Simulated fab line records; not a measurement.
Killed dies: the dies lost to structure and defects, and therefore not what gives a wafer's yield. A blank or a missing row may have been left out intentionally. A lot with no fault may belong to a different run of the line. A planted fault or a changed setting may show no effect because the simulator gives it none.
8D (eight disciplines) problem report, filled in by code || flow gf180mcu || the parts of the form that need people (team, actions taken, sign-off) are left out

1. WHAT WENT WRONG
NSD_RS at GF_PSD_RS_MEAS_14 reads a mean of 46.66 ohm/sq on 1 wafer of 1 lot; wafers without a fault read 46.15 ohm/sq with a standard deviation of 0.11. That is +4.6 standard deviations from the usual mean.
The step: measures by four-point-probe.
The first sign was on wafer L664.4 at day 18 05:13, on filmMetro-04. Wafers with a number at this step in the record: 38, from 13 lots. Rule for "out" (also "out of limits"): further than 4 standard deviations from the usual mean. Any other wafer with a number is counted as sound.

2. WHAT IT IS, AND WHAT IT ISN'T
{"question": "which readings at this step", "is": "NSD_RS", "is not": "-"}
{"question": "which lots", "is": "L664", "is not": "L652, L653, L654, L655, L656, L657, L665, L667, L669, L670, L672, L673"}
{"question": "which wafers of those lots", "is": "L664.4", "is not": "L664.1"}
{"question": "read on which gauges", "is": "filmMetro-04", "is not": "filmMetro-02, filmMetro-03"}
{"question": "when", "is": "from day 18 05:13", "is not": "up to then (19 sound wafers); but 18 sound wafers of L665, L667, L669, L670, L672, L673 came after"}

3. WHAT RULES OUT EACH SUSPECT
Counting: any tool at a process step up to the reading remains a suspect provided it ran every lot that is out. Sound lots after the first of them don't rule it out here, since some wafers of a struck lot are sound.
- the gauge at GF_PSD_RS_MEAS_14: kept. All the wafers that are out were read on filmMetro-04, and no step on other tools shows them out.
- implanter-03 at GF_NSD_IMPLANT_10: kept. It ran the lot that is out, L664 (day 17 05:22); its last sound lot up to then is L657 (day 15 02:20).
- plasmaAsher-04 at GF_PSD_STRIP_10 (strips in O2/N2): kept. It ran the lot that is out, L664 (day 18 04:55); its last sound lot up to then is L653 (day 14 12:47).
- The sound lot-mates ran in chamber 0 of plasmaAsher-04 at GF_PSD_STRIP_10, but the wafers that are out ran in chamber 1.
After the count, these remain: implanter-03 at GF_NSD_IMPLANT_10, plasmaAsher-04 at GF_PSD_STRIP_10 and filmMetro-04 at GF_PSD_RS_MEAS_14.

4. THE CAUSE (what the simulator had put in)
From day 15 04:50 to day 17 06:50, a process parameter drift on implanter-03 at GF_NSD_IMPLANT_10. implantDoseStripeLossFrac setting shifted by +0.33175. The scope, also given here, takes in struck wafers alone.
After counting, 3 suspects remain, this tool included.

5. THE CHAIN OF EFFECTS, in route order
Each row: a reading whose mean over the struck wafers that have a number lies more than 3 standard deviations from the usual. Scope: only readings with a usual standard deviation given in the record; hours: median across lots of the time from each lot's start at the first step in this table that gives one to its start at this step; sigmas: change in usual standard deviations.
{"hours": 0, "step": "GF_PSD_RS_MEAS_14", "reading": "NSD_RS", "usual": "46.15 ohm/sq", "on struck wafers": 46.66, "change": "+0.51", "sigmas": "+4.6"}

6. HOW IT WOULD HAVE BEEN CAUGHT EARLIER
Counted from the fault's start at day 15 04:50, it took 72 hours until the first out-of-limits reading at a measuring or inspecting step in this record, taken at day 18 05:13.
By day 18 05:13 the whole set of lots that are out, 1 in number, had already begun GF_NSD_IMPLANT_10 on implanter-03. Had the tool been put on hold then, not one of them would have been saved.
